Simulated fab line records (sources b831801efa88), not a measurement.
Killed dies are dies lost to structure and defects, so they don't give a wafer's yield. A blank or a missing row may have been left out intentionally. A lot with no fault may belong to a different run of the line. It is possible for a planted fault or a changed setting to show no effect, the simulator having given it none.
fab line records -- flow sky130
[record] lots = 12, wafers = 36, last-day = 49
route steps=708 shown METAL5@662 PAD_OPEN@702
lots with no fault: from the same line, run without faults
start-h: hours from the record's first day to the start of the lot's first wafer shown -- wait-h: hours since the lot's step before -- " as in the row above -- L1.1+2: a single row standing in for several wafers -- - no value, or no start given -- * or withheld: withheld -- < > ~ a bound
route shown NAME@n: NAME is a module with steps in the file, n the number in the route of the first one -- usual: mean and standard deviation over wafers with no fault -- same: alike in all rows -- chamber/n: place in a boat -- sites: the reading at each site -- _std_site: the standard deviation of these -- _edge_site: the outer-site mean with the inner-site mean subtracted -- radius-mm: for every site, how far away it sits from the centre of the wafer -- mask NAME#n: copy n -- behind: the last tool/chamber to shape the wafer -- hold: the reason the lot was held/the length of the hold in hours/how it ended -- device: the transistor (n, p or np) that didn't switch -- end of line: the route-end tests of the same wafers -- a step given without rows: its recipe and nothing more -- killed: dies lost to structure and defects at the first sort, not the wafer's yield -- map: a wafer's dies, x killed, . not, _ none there
set.NAME: setting as actually run; set.NAME@STEP: the setting as run at that earlier step -- model.NAME: the simulator's own value behind a step, which no gauge read
one table for each step of the route and one row for each wafer, over a sample of lots
services: a tool's chamber out of use, with start hour (start-h, from the record's first day; less than 0 if before it), hours out, and reason
[[steps]]
[step SKY_METAL5_SPUTTER_01]
[recipe] material = TiN, target-thk-nm = 20, power-w = 6500, time-s = 16.7, chamber-pressure-pa = 0.4
[usual] throttle-valve-pct = 30.7/1.3
lot.wafer,tool,chamber,start-h,wait-h,throttle-valve-pct
L997.3,pvd-sputter-03,-,1017.11,0.0,32.8
L997.4,pvd-sputter-03,-,1017.11,0.0,29.4
L997.5,pvd-sputter-03,-,1017.11,0.0,32.3
L100.1,pvd-sputter-04,-,1023.13,0.0,29.7
L100.5,pvd-sputter-04,-,1023.13,0.0,30.0
L100.6,pvd-sputter-04,-,1023.13,0.0,29.7
L999.1,pvd-sputter-03,-,1030.57,0.0,33.1
L999.4,pvd-sputter-03,-,1030.57,0.0,32.3
L999.5,pvd-sputter-03,-,1030.57,0.0,32.5
L101.2,pvd-sputter-04,-,1044.10,0.0,29.5
L101.3,pvd-sputter-04,-,1044.10,0.0,28.8
L101.4,pvd-sputter-04,-,1044.10,0.0,30.6
L109.1,pvd-sputter-04,-,1077.70,0.0,29.1
L109.3,pvd-sputter-04,-,1077.70,0.0,30.6
L109.6,pvd-sputter-04,-,1077.70,0.0,30.3
L112.1,pvd-sputter-01,-,1106.31,0.0,30.2
L112.3,pvd-sputter-01,-,1106.31,0.0,30.3
L112.5,pvd-sputter-01,-,1106.31,0.0,30.1
L111.1,pvd-sputter-04,-,1108.76,0.0,30.0
L111.2,pvd-sputter-04,-,1108.76,0.0,28.8
L111.4,pvd-sputter-04,-,1108.76,0.0,30.3
L113.4,pvd-sputter-01,-,1117.97,0.0,30.3
L113.5,pvd-sputter-01,-,1117.97,0.0,30.1
L113.6,pvd-sputter-01,-,1117.97,0.0,30.3
L115.1,pvd-sputter-01,-,1123.39,0.0,30.1
L115.2,pvd-sputter-01,-,1123.39,0.0,33.1
L115.6,pvd-sputter-01,-,1123.39,0.0,30.4
L116.3,pvd-sputter-01,-,1123.56,0.0,30.3
L116.4,pvd-sputter-01,-,1123.56,0.0,33.2
L116.6,pvd-sputter-01,-,1123.56,0.0,30.6
L118.1,pvd-sputter-03,-,1130.92,0.0,30.7
L118.4,pvd-sputter-03,-,1130.92,0.0,32.4
L118.6,pvd-sputter-03,-,1130.92,0.0,32.4
L117.1,pvd-sputter-01,-,1131.22,0.0,32.9
L117.2,pvd-sputter-01,-,1131.22,0.0,30.6
L117.3,pvd-sputter-01,-,1131.22,0.0,30.1
[step SKY_METAL5_STRIP_16]
[recipe] chemistry = O2/N2, power-w = 1400, pressure-mtorr = 1500, platen-temp-c = withheld, o2-flow-sccm = 3000, n2-flow-sccm = 300, overash-fraction = 0.5
[usual] drypump-motor-current-A = 5.8/0.33, oes-product-au = 0.710/0.0046, strip-time-to-endpoint-s = 13.18/0.097
lot.wafer,tool,chamber,start-h,wait-h,drypump-motor-current-A,oes-product-au,rf-hours-counter-h,strip-time-to-endpoint-s
L997.3,plasma-asher-04,0,1040.50,0.1,6.4,0.713,-,13.19
L997.4,plasma-asher-04,1,1040.50,0.1,5.2,0.710,-,13.29
L997.5,plasma-asher-04,1,1040.50,0.1,5.2,0.709,-,13.22
L100.1,plasma-asher-03,1,1046.41,0.2,5.8,0.708,89,13.12
L100.5,plasma-asher-03,0,1046.41,0.2,5.9,0.710,-,13.22
L100.6,plasma-asher-03,1,1046.41,0.2,5.8,0.706,-,13.00
L999.1,plasma-asher-04,1,1053.11,0.2,5.3,0.712,30,13.10
L999.4,plasma-asher-04,1,1053.11,0.2,5.2,0.705,-,13.20
L999.5,plasma-asher-04,0,1053.11,0.2,6.3,0.710,-,13.18
L101.2,plasma-asher-03,1,1065.06,0.2,5.8,0.711,91,13.40
L101.3,plasma-asher-03,1,1065.06,0.2,5.8,0.715,-,13.26
L101.4,plasma-asher-03,0,1065.06,0.2,5.9,0.716,-,13.29
L109.1,plasma-asher-03,1,1098.21,0.2,5.8,0.710,94,13.25
L109.3,plasma-asher-03,0,1098.21,0.2,5.9,0.706,-,13.24
L109.6,plasma-asher-03,0,1098.21,0.2,5.8,0.716,-,13.36
L112.1,plasma-asher-04,0,1126.26,0.2,6.3,0.707,37,13.04
L112.3,plasma-asher-04,0,1126.26,0.2,6.3,0.711,-,13.20
L112.5,plasma-asher-04,1,1126.26,0.2,5.3,0.714,-,13.02
L111.1,plasma-asher-03,0,1128.21,0.2,5.9,0.716,97,13.11
L111.2,plasma-asher-03,1,1128.21,0.2,5.8,0.708,97,13.10
L111.4,plasma-asher-03,0,1128.21,0.2,5.9,0.715,-,12.99
L113.4,plasma-asher-03,1,1137.29,0.1,5.7,0.712,-,13.06
L113.5,plasma-asher-03,1,1137.29,0.1,5.7,0.709,-,13.18
L113.6,plasma-asher-03,0,1137.29,0.1,5.8,0.708,-,13.12
L115.1,plasma-asher-04,0,1141.91,0.2,6.3,0.716,39,13.21
L115.2,plasma-asher-04,1,1141.91,0.2,5.2,0.711,39,13.12
L115.6,plasma-asher-04,1,1141.91,0.2,5.3,0.714,-,13.06
L116.3,plasma-asher-03,0,1142.59,0.1,5.9,0.708,-,13.25
L116.4,plasma-asher-03,1,1142.59,0.1,5.7,0.704,-,13.32
L116.6,plasma-asher-03,1,1142.59,0.1,5.7,0.715,-,13.35
L118.1,plasma-asher-01,0,1148.81,0.2,5.4,0.714,7,13.25
L118.4,plasma-asher-01,0,1148.81,0.2,5.4,0.711,-,13.23
L118.6,plasma-asher-01,1,1148.81,0.2,5.9,0.701,-,13.20
L117.1,plasma-asher-03,0,1148.91,0.2,5.8,0.709,100,13.14
L117.2,plasma-asher-03,1,1148.91,0.2,5.7,0.706,100,13.05
L117.3,plasma-asher-03,0,1148.91,0.2,5.9,0.712,-,12.98
[step SKY_METAL5_CLEAN_19]
[recipe] chemistry = O3/DIW, dry = n2-spin
lot.wafer,tool,chamber,start-h,wait-h
L997.3+4+5,wet-bench-02,2,1040.97,0.0
L100.1+5+6,wet-bench-02,1,1046.91,0.0
L999.1+4+5,wet-bench-02,3,1053.65,0.0
L101.2+3+4,wet-bench-02,3,1065.56,0.0
L109.1+3+6,wet-bench-04,3,1098.71,0.0
L112.1+3+5,wet-bench-01,0,1127.10,0.0
L111.1+2+4,wet-bench-02,0,1129.05,0.0
L113.4+5+6,wet-bench-02,1,1137.76,0.0
L115.1+2+6,wet-bench-01,1,1142.45,0.0
L116.3+4+6,wet-bench-01,0,1143.09,0.0
L118.1+4+6,wet-bench-01,0,1149.34,0.0
L117.1+2+3,wet-bench-02,3,1149.44,0.0
[step SKY_PAD_OPEN_STRIP_08]
[recipe] chemistry = O2/N2, power-w = 1400, pressure-mtorr = 1500, platen-temp-c = withheld, overash-fraction = 0.7, o2-flow-sccm = 3000, n2-flow-sccm = 300
[usual] drypump-motor-current-A = 5.6/0.4, oes-product-au = 0.663/0.0047, strip-time-to-endpoint-s = 37.10/0.1
lot.wafer,tool,chamber,start-h,wait-h,drypump-motor-current-A,oes-product-au,rf-hours-counter-h,strip-time-to-endpoint-s
L997.3,plasma-asher-02,0,1082.58,0.1,5.6,0.669,-,37.13
L997.4,plasma-asher-02,1,1082.58,0.1,5.1,0.659,-,37.15
L997.5,plasma-asher-02,0,1082.58,0.1,5.6,0.656,-,37.10
L100.1,plasma-asher-02,0,1088.30,0.1,5.6,0.670,65,36.94
L100.5,plasma-asher-02,0,1088.30,0.1,5.6,0.674,-,37.00
L100.6,plasma-asher-02,1,1088.30,0.1,5.1,0.652,-,36.94
L999.1,plasma-asher-02,0,1094.94,0.1,5.6,0.666,65,36.92
L999.4,plasma-asher-02,0,1094.94,0.1,5.5,0.664,-,37.02
L999.5,plasma-asher-02,1,1094.94,0.1,5.1,0.661,-,37.03
L101.2,plasma-asher-03,0,1104.70,0.1,5.9,0.660,95,37.26
L101.3,plasma-asher-03,1,1104.70,0.1,5.8,0.668,-,37.21
L101.4,plasma-asher-03,0,1104.70,0.1,5.9,0.665,-,37.25
L109.1,plasma-asher-02,0,1136.89,0.1,5.6,0.665,70,37.08
L109.3,plasma-asher-02,0,1136.89,0.1,5.6,0.664,-,37.21
L109.6,plasma-asher-02,1,1136.89,0.1,5.1,0.663,-,36.96
L112.1,plasma-asher-02,1,1163.00,0.1,5.1,0.668,73,37.08
L112.3,plasma-asher-02,0,1163.00,0.1,5.6,0.661,-,37.12
L112.5,plasma-asher-02,0,1163.00,0.1,5.6,0.661,-,37.11
L111.1,plasma-asher-03,1,1163.64,0.1,5.8,0.666,101,36.92
L111.2,plasma-asher-03,0,1163.64,0.1,5.9,0.665,101,36.97
L111.4,plasma-asher-03,1,1163.64,0.1,5.8,0.667,-,37.01
L113.4,plasma-asher-04,1,1172.48,0.0,5.2,0.660,-,36.91
L113.5,plasma-asher-04,1,1172.48,0.0,5.2,0.662,-,36.93
L113.6,plasma-asher-04,0,1172.48,0.0,6.3,0.664,-,36.95
L115.1,plasma-asher-04,0,1178.00,0.1,6.3,0.660,43,37.07
L115.2,plasma-asher-04,1,1178.00,0.1,5.3,0.675,43,37.16
L115.6,plasma-asher-04,1,1178.00,0.1,5.2,0.666,-,37.07
L116.3,plasma-asher-02,0,1178.13,0.1,5.5,0.657,-,36.99
L116.4,plasma-asher-02,1,1178.13,0.1,5.1,0.666,-,37.16
L116.6,plasma-asher-02,1,1178.13,0.1,5.1,0.657,-,37.02
L118.1,plasma-asher-03,0,1183.49,0.1,5.9,0.666,104,37.00
L118.4,plasma-asher-03,0,1183.49,0.1,5.9,0.653,-,36.89
L118.6,plasma-asher-03,0,1183.49,0.1,5.9,0.665,-,36.91
L117.1,plasma-asher-03,0,1184.19,0.1,5.9,0.668,104,37.11
L117.2,plasma-asher-03,1,1184.19,0.1,5.7,0.667,104,37.12
L117.3,plasma-asher-03,0,1184.19,0.1,5.9,0.664,-,37.06
[step SKY_PAD_OPEN_PROBE_99]
[usual] defect-limited-yield = 82.6/1.8, killed_at_M0_to_M3 = 44/6.5, killed_at_M4_up = 3.3/1.9, killed-at-contacts = 23/4.7, killed-at-front-end = 15/4.5, killed-at-other = 0.2/0.52, killed-dies = 86/8.9, killed-open = 47/6.8, killed-short = 39/6.1, sort_bin_3_pad_short = 0.8/0.44, sort_bin_5_function = 10.3/1.4, sort_bin_6_memory = 6.3/1.1, sort-n-pass = 406/8.9, sort-yield-pct = 82.6/1.8
[same] gross-dies = 492, killed-at-back-side = 0, sort_bin_4_leakage[%] = 0, sort_bin_8_speed[%] = 0
lot.wafer,tool,chamber,start-h,wait-h,hold,defect-limited-yield[%],killed_at_M0_to_M3,killed_at_M4_up,killed-at-contacts,killed-at-front-end,killed-at-other,killed-dies,killed-open,killed-short,sort_bin_3_pad_short[%],sort_bin_5_function[%],sort_bin_6_memory[%],sort-n-pass,sort-yield-pct[%]
L997.3,prober-01,-,1084.90,0.2,-,85.0,38,5,21,10,0,74,38,36,1.0,8.3,5.7,418,85.0
L997.4,prober-01,-,1084.95,0.2,-,81.3,47,3,26,16,0,92,51,41,1.2,11.4,6.1,400,81.3
L997.5,prober-01,-,1085.00,0.2,-,82.7,49,3,20,13,0,85,56,29,0.6,10.0,6.7,407,82.7
L100.1,prober-02,-,1090.51,0.1,-,82.3,35,4,24,24,0,87,44,43,1.0,9.6,7.1,405,82.3
L100.5,prober-02,-,1090.71,0.2,-,82.7,44,9,19,13,0,85,46,39,0.6,9.3,7.3,407,82.7
L100.6,prober-02,-,1090.76,0.2,-,80.5,47,3,28,18,0,96,43,53,1.2,11.0,7.3,396,80.5
L999.1,prober-01,-,1097.16,0.1,await-dispo/3.4h/release,75.4,41,38,23,19,0,121,38,49,3.0,15.7,5.9,371,75.4
L999.4,prober-01,-,1097.31,0.2,await-dispo/3.4h/release,78.5,36,40,15,15,0,106,31,37,3.7,11.4,6.5,386,78.5
L999.5,prober-01,-,1097.36,0.2,await-dispo/3.4h/release,73.2,49,37,31,15,0,132,51,47,2.4,18.1,6.3,360,73.2
L101.2,prober-01,-,1106.96,0.1,await-dispo/1.5h/release,75.0,52,37,17,17,0,123,49,40,5.1,14.6,5.3,369,75.0
L101.3,prober-01,-,1107.01,0.2,await-dispo/1.5h/release,76.2,39,42,23,13,0,117,38,43,3.5,12.8,7.5,375,76.2
L101.4,prober-01,-,1107.06,0.2,await-dispo/1.5h/release,73.4,48,35,30,18,0,131,52,45,4.7,12.2,9.8,361,73.4
L109.1,prober-02,-,1139.14,0.1,-,80.9,40,2,37,15,0,94,60,34,0.6,12.2,6.3,398,80.9
L109.3,prober-02,-,1139.24,0.2,-,82.1,49,4,18,17,0,88,42,46,0.6,9.6,7.7,404,82.1
L109.6,prober-02,-,1139.39,0.2,-,84.6,39,2,25,10,0,76,39,37,1.4,7.3,6.7,416,84.6
L112.1,prober-02,-,1165.43,0.1,-,81.7,47,3,23,17,0,90,46,44,0.6,10.6,7.1,402,81.7
L112.3,prober-02,-,1165.53,0.2,-,82.7,41,4,23,17,0,85,51,34,0.6,12.2,4.5,407,82.7
L112.5,prober-02,-,1165.63,0.2,-,81.3,43,3,29,17,0,92,54,38,0.2,12.0,6.5,400,81.3
L111.1,prober-01,-,1166.10,0.1,-,83.3,42,5,22,13,0,82,50,32,0.2,10.2,6.3,410,83.3
L111.2,prober-01,-,1166.15,0.1,-,84.6,32,3,27,14,0,76,41,35,0.6,9.3,5.5,416,84.6
L111.4,prober-01,-,1166.25,0.2,-,83.9,34,4,29,12,0,79,42,37,1.2,9.1,5.7,413,83.9
L113.4,prober-02,-,1174.82,0.2,-,82.5,51,3,21,11,0,86,46,40,1.2,9.8,6.5,406,82.5
L113.5,prober-02,-,1174.87,0.2,-,82.5,38,2,29,17,0,86,44,42,0.6,11.2,5.7,406,82.5
L113.6,prober-02,-,1174.92,0.2,-,79.7,51,4,20,25,0,100,52,48,1.6,12.0,6.7,392,79.7
L115.1,prober-01,-,1180.37,0.1,-,81.3,44,0,27,21,0,92,50,42,0.8,11.6,6.3,400,81.3
L115.2,prober-01,-,1180.42,0.1,-,83.5,47,3,20,10,1,81,53,28,1.4,10.8,4.3,411,83.5
L115.6,prober-01,-,1180.62,0.2,-,77.6,61,5,28,15,1,110,70,40,1.4,13.0,7.9,382,77.6
L116.3,prober-02,-,1180.56,0.2,-,83.7,40,6,24,10,0,80,40,40,1.0,9.8,5.5,412,83.7
L116.4,prober-02,-,1180.61,0.2,-,83.9,37,6,25,11,0,79,39,40,0.8,9.3,5.9,413,83.9
L116.6,prober-02,-,1180.71,0.2,-,86.0,33,2,22,12,0,69,36,33,0.8,5.9,7.3,423,86.0
L118.1,prober-02,-,1185.71,0.1,-,83.9,44,1,19,15,0,79,40,39,1.2,9.8,5.1,413,83.9
L118.4,prober-02,-,1185.86,0.2,-,83.1,44,3,25,10,1,83,49,34,0.4,10.4,6.1,409,83.1
L118.6,prober-02,-,1185.96,0.2,-,82.3,49,2,28,8,0,87,41,46,1.0,10.8,5.9,405,82.3
L117.1,prober-01,-,1186.41,0.1,-,83.9,41,0,26,12,0,79,39,40,0.8,9.8,5.5,413,83.9
L117.2,prober-01,-,1186.46,0.1,-,81.7,45,4,26,14,1,90,49,41,0.6,11.8,5.9,402,81.7
L117.3,prober-01,-,1186.51,0.2,-,83.1,46,3,18,16,0,83,45,38,1.0,10.4,5.5,409,83.1
// killed by level:class
L997.3 VIA1:geometric-particle:open=11 VIA2:geometric-particle:open=6 CONTACT:geometric-particle:open=6 LI_CONTACT:geometric-particle:open=5 VIA3:geometric-particle:open=5 CONTACT:geometric-particle:short=5 METAL4:geometric-particle:short=5 POLY_GATE:geometric-particle:short=4
L997.4 VIA1:geometric-particle:open=13 CONTACT:geometric-particle:open=10 LI_CONTACT:geometric-particle:open=8 METAL1:geometric-particle:short=7 VIA2:geometric-particle:open=6 VIA3:geometric-particle:short=5 FIELD_ISO:geometric-particle:short=4 METAL3:geometric-particle:short=4
L997.5 VIA1:geometric-particle:open=16 LI_CONTACT:geometric-particle:open=8 VIA3:geometric-particle:open=7 METAL1:geometric-particle:short=6 VIA2:geometric-particle:open=6 FIELD_ISO:geometric-particle:open=5 CONTACT:geometric-particle:open=5 FIELD_ISO:geometric-particle:short=4
L100.1 VIA2:geometric-particle:open=10 VIA1:geometric-particle:open=8 POLY_GATE:geometric-particle:short=7 CONTACT:geometric-particle:open=7 FIELD_ISO:geometric-particle:short=5 METAL2:geometric-particle:short=5 LI_CONTACT:geometric-particle:open=5 CONTACT:geometric-particle:short=5
L100.5 VIA1:geometric-particle:open=11 CONTACT:geometric-particle:open=6 LOCAL_INTERCONNECT:geometric-particle:short=6 METAL4:geometric-particle:short=6 METAL2:geometric-particle:short=5 VIA2:geometric-particle:open=5 FIELD_ISO:geometric-particle:open=4 VIA2:geometric-particle:short=4
L100.6 METAL1:geometric-particle:short=11 CONTACT:geometric-particle:open=8 FIELD_ISO:geometric-particle:short=7 LI_CONTACT:geometric-particle:open=7 LOCAL_INTERCONNECT:geometric-particle:short=6 VIA1:geometric-particle:open=6 VIA2:geometric-particle:open=6 METAL3:geometric-particle:short=5
L999.1 METAL5:unspecified=34 VIA1:geometric-particle:short=10 CONTACT:geometric-particle:open=9 VIA1:geometric-particle:open=7 POLY_GATE:geometric-particle:short=6 METAL2:geometric-particle:short=5 VIA2:geometric-particle:open=5 LI_CONTACT:geometric-particle:short=4
L999.4 METAL5:unspecified=38 VIA1:geometric-particle:open=10 FIELD_ISO:geometric-particle:short=7 CONTACT:geometric-particle:short=6 CONTACT:geometric-particle:open=5 VIA3:geometric-particle:short=4 METAL1:geometric-particle:short=4 FIELD_ISO:geometric-particle:open=3
L999.5 METAL5:unspecified=34 CONTACT:geometric-particle:open=14 VIA1:geometric-particle:open=12 LOCAL_INTERCONNECT:geometric-particle:short=9 VIA3:geometric-particle:open=9 VIA1:geometric-particle:short=6 METAL2:geometric-particle:short=5 VIA3:geometric-particle:short=5
L101.2 METAL5:unspecified=34 CONTACT:geometric-particle:open=10 VIA2:geometric-particle:open=9 VIA1:geometric-particle:open=9 VIA3:geometric-particle:open=8 METAL2:geometric-particle:short=8 FIELD_ISO:geometric-particle:open=6 METAL1:geometric-particle:short=6
L101.3 METAL5:unspecified=36 VIA1:geometric-particle:open=10 CONTACT:geometric-particle:short=9 LI_CONTACT:geometric-particle:open=6 VIA1:geometric-particle:short=6 FIELD_ISO:geometric-particle:open=4 FIELD_ISO:geometric-particle:short=4 METAL1:geometric-particle:short=4
L101.4 METAL5:unspecified=34 VIA1:geometric-particle:open=13 METAL2:geometric-particle:short=12 CONTACT:geometric-particle:open=11 LI_CONTACT:geometric-particle:open=8 FIELD_ISO:geometric-particle:open=5 VIA3:geometric-particle:short=5 FIELD_ISO:geometric-particle:short=4
L109.1 CONTACT:geometric-particle:open=18 LI_CONTACT:geometric-particle:open=9 VIA1:geometric-particle:open=9 VIA3:geometric-particle:open=8 LOCAL_INTERCONNECT:geometric-particle:short=7 VIA1:geometric-particle:short=7 POLY_GATE:geometric-particle:short=4 POLY_GATE:geometric-particle:open=4
L109.3 VIA1:geometric-particle:open=11 METAL2:geometric-particle:short=11 CONTACT:geometric-particle:open=7 VIA3:geometric-particle:short=7 FIELD_ISO:geometric-particle:short=5 LI_CONTACT:geometric-particle:open=5 POLY_GATE:geometric-particle:short=4 METAL3:geometric-particle:short=4
L109.6 CONTACT:geometric-particle:short=8 VIA1:geometric-particle:open=8 METAL1:geometric-particle:short=7 VIA2:geometric-particle:open=7 CONTACT:geometric-particle:open=6 LOCAL_INTERCONNECT:geometric-particle:short=5 METAL2:geometric-particle:short=5 VIA1:geometric-particle:short=4
L112.1 VIA2:geometric-particle:open=8 VIA3:geometric-particle:open=8 VIA1:geometric-particle:open=7 FIELD_ISO:geometric-particle:open=6 CONTACT:geometric-particle:open=6 CONTACT:geometric-particle:short=6 VIA3:geometric-particle:short=6 POLY_GATE:geometric-particle:short=4
L112.3 VIA3:geometric-particle:open=13 VIA1:geometric-particle:open=10 CONTACT:geometric-particle:short=8 CONTACT:geometric-particle:open=7 LI_CONTACT:geometric-particle:open=6 FIELD_ISO:geometric-particle:short=5 METAL2:geometric-particle:short=5 FIELD_ISO:geometric-particle:open=4
L112.5 VIA1:geometric-particle:open=13 CONTACT:geometric-particle:open=12 CONTACT:geometric-particle:short=7 VIA3:geometric-particle:open=7 FIELD_ISO:geometric-particle:open=6 METAL1:geometric-particle:short=5 LI_CONTACT:geometric-particle:open=5 VIA2:geometric-particle:open=5
L111.1 CONTACT:geometric-particle:open=9 VIA1:geometric-particle:open=8 POLY_GATE:geometric-particle:open=7 LI_CONTACT:geometric-particle:open=7 METAL2:geometric-particle:short=7 METAL1:geometric-particle:short=6 VIA3:geometric-particle:open=6 VIA2:geometric-particle:open=5
L111.2 CONTACT:geometric-particle:open=9 VIA1:geometric-particle:open=8 LI_CONTACT:geometric-particle:open=7 METAL2:geometric-particle:short=6 LOCAL_INTERCONNECT:geometric-particle:short=5 VIA3:geometric-particle:open=5 POLY_GATE:geometric-particle:short=4 SPACER:geometric-particle:open=4
L111.4 CONTACT:geometric-particle:open=14 VIA1:geometric-particle:open=8 LI_CONTACT:geometric-particle:open=5 METAL2:geometric-particle:short=5 CONTACT:geometric-particle:short=4 METAL1:geometric-particle:short=4 VIA1:geometric-particle:short=4 VIA2:geometric-particle:open=4
L113.4 VIA1:geometric-particle:open=14 VIA3:geometric-particle:open=8 METAL2:geometric-particle:short=8 LOCAL_INTERCONNECT:geometric-particle:short=6 CONTACT:geometric-particle:open=6 CONTACT:geometric-particle:short=4 METAL1:geometric-particle:short=4 VIA1:geometric-particle:short=4
L113.5 CONTACT:geometric-particle:open=12 VIA1:geometric-particle:open=11 VIA1:geometric-particle:short=7 LI_CONTACT:geometric-particle:open=6 LOCAL_INTERCONNECT:geometric-particle:short=5 FIELD_ISO:geometric-particle:short=4 FIELD_ISO:geometric-particle:open=4 POLY_GATE:geometric-particle:short=4
L113.6 VIA1:geometric-particle:open=16 FIELD_ISO:geometric-particle:short=8 METAL1:geometric-particle:short=6 LI_CONTACT:geometric-particle:open=6 CONTACT:geometric-particle:short=6 VIA2:geometric-particle:open=6 POLY_GATE:geometric-particle:short=5 METAL2:geometric-particle:short=5
L115.1 VIA1:geometric-particle:open=12 LI_CONTACT:geometric-particle:open=8 FIELD_ISO:geometric-particle:short=7 CONTACT:geometric-particle:open=7 CONTACT:geometric-particle:short=7 VIA2:geometric-particle:open=6 POLY_GATE:geometric-particle:short=5 VIA1:geometric-particle:short=5
L115.2 VIA1:geometric-particle:open=15 VIA3:geometric-particle:open=9 CONTACT:geometric-particle:open=7 VIA2:geometric-particle:open=7 FIELD_ISO:geometric-particle:open=5 LI_CONTACT:geometric-particle:open=5 LOCAL_INTERCONNECT:geometric-particle:short=4 METAL2:geometric-particle:short=4
L116.3 CONTACT:geometric-particle:open=12 VIA1:geometric-particle:open=8 CONTACT:geometric-particle:short=6 METAL1:geometric-particle:short=5 METAL2:geometric-particle:short=5 FIELD_ISO:geometric-particle:short=4 LI_CONTACT:geometric-particle:open=4 VIA1:geometric-particle:short=4
L116.4 VIA1:geometric-particle:open=9 CONTACT:geometric-particle:open=7 VIA3:geometric-particle:open=7 LI_CONTACT:geometric-particle:open=6 FIELD_ISO:geometric-particle:short=5 LI_CONTACT:geometric-particle:short=5 METAL4:geometric-particle:short=4 CONTACT:geometric-particle:short=4
L115.6 VIA1:geometric-particle:open=19 CONTACT:geometric-particle:open=12 VIA3:geometric-particle:open=10 FIELD_ISO:geometric-particle:open=7 LI_CONTACT:geometric-particle:open=6 VIA2:geometric-particle:open=6 LI_CONTACT:geometric-particle:short=5 METAL1:geometric-particle:short=5
L116.6 LI_CONTACT:geometric-particle:open=12 METAL1:geometric-particle:short=7 VIA1:geometric-particle:open=6 POLY_GATE:geometric-particle:short=5 CONTACT:geometric-particle:open=5 VIA2:geometric-particle:open=5 METAL2:geometric-particle:short=4 LOCAL_INTERCONNECT:geometric-particle:short=3
L118.1 VIA1:geometric-particle:open=8 CONTACT:geometric-particle:open=8 METAL1:geometric-particle:short=8 FIELD_ISO:geometric-particle:open=6 METAL2:geometric-particle:short=6 VIA3:geometric-particle:open=6 VIA1:geometric-particle:short=5 FIELD_ISO:geometric-particle:short=4
L118.4 VIA1:geometric-particle:open=10 VIA2:geometric-particle:open=9 CONTACT:geometric-particle:open=7 LOCAL_INTERCONNECT:geometric-particle:short=6 VIA3:geometric-particle:open=6 LI_CONTACT:geometric-particle:open=5 POLY_GATE:geometric-particle:open=4 METAL1:geometric-particle:short=4
L118.6 VIA1:geometric-particle:open=14 VIA2:geometric-particle:open=9 LOCAL_INTERCONNECT:geometric-particle:short=8 CONTACT:geometric-particle:short=8 METAL2:geometric-particle:short=6 METAL1:geometric-particle:short=6 LI_CONTACT:geometric-particle:open=5 VIA1:geometric-particle:short=5
L117.1 CONTACT:geometric-particle:open=10 VIA3:geometric-particle:open=9 VIA1:geometric-particle:open=7 METAL2:geometric-particle:short=6 FIELD_ISO:geometric-particle:short=5 LI_CONTACT:geometric-particle:open=5 LI_CONTACT:geometric-particle:short=5 VIA2:geometric-particle:open=5
L117.2 VIA1:geometric-particle:open=14 CONTACT:geometric-particle:open=10 POLY_GATE:geometric-particle:short=7 LI_CONTACT:geometric-particle:open=7 VIA2:geometric-particle:open=6 METAL2:geometric-particle:short=5 VIA3:geometric-particle:open=5 VIA2:geometric-particle:short=4
L117.3 VIA1:geometric-particle:open=9 VIA3:geometric-particle:open=9 METAL1:geometric-particle:short=7 FIELD_ISO:geometric-particle:open=5 CONTACT:geometric-particle:open=5 VIA2:geometric-particle:open=5 POLY_GATE:geometric-particle:short=4 CONTACT:geometric-particle:short=4
[[services]]
tool,chamber,start-h,hours,kind
plasma-asher-02,-,1043.21,0.8,repair
plasma-asher-04,-,1047.59,4.3,pm
plasma-asher-01,-,1049.84,0.6,repair
plasma-asher-01,-,1055.25,9.0,pm
pvd-sputter-01,2,1060.65,-,consumable-replace:kit
pvd-sputter-01,2,1060.65,18.0,scheduled-down
pvd-sputter-01,2,1060.65,18.0,vent-cycle
pvd-sputter-01,-,1080.86,4.2,repair
pvd-sputter-03,-,1081.23,49.6,repair
wet-bench-01,-,1117.61,8.0,repair
wet-bench-04,-,1120.82,3.6,repair
pvd-sputter-04,-,1121.02,5.3,repair
plasma-asher-04,-,1122.98,1.7,repair
pvd-sputter-03,-,1123.80,3.4,repair
plasma-asher-01,-,1132.19,14.6,pm
pvd-sputter-03,-,1144.88,1.8,repair
plasma-asher-04,-,1146.81,2.6,repair
pvd-sputter-01,1,1155.22,-,consumable-replace:kit
pvd-sputter-01,1,1155.22,18.0,scheduled-down
pvd-sputter-01,1,1155.22,18.0,vent-cycle
plasma-asher-03,-,1155.33,1.2,repair
pvd-sputter-01,-,1158.05,2.3,repair
pvd-sputter-04,-,1160.05,3.7,repair
plasma-asher-02,-,1182.63,0.9,repair
[[key]]
[first-sign] step = SKY_PAD_OPEN_PROBE_99, reading = killed_at_M4_up, direction = up, sigmas = 18, usual = 3.3, struck = 38.2
[effect] step = SKY_PAD_OPEN_PROBE_99, reading = sort_bin_3_pad_short, direction = up, sigmas = 6.6, usual = 0.8, struck = 3.7
met-at SKY_METAL5_CLEAN_19
struck-lots L999,L101
struck-wafers L999.1,L999.4,L999.5,L101.2,L101.3,L101.4
not-acting-at SKY_METAL5_SPUTTER_01,SKY_METAL5_STRIP_16,SKY_PAD_OPEN_STRIP_08
[fault] kind = chamber-particle-source, tool = wet-bench-02, chamber = 3, onset-h = 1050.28, steps = SKY_METAL5_CLEAN_19, rate-per-visit-cm2 = 1.6925, end-h = 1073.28
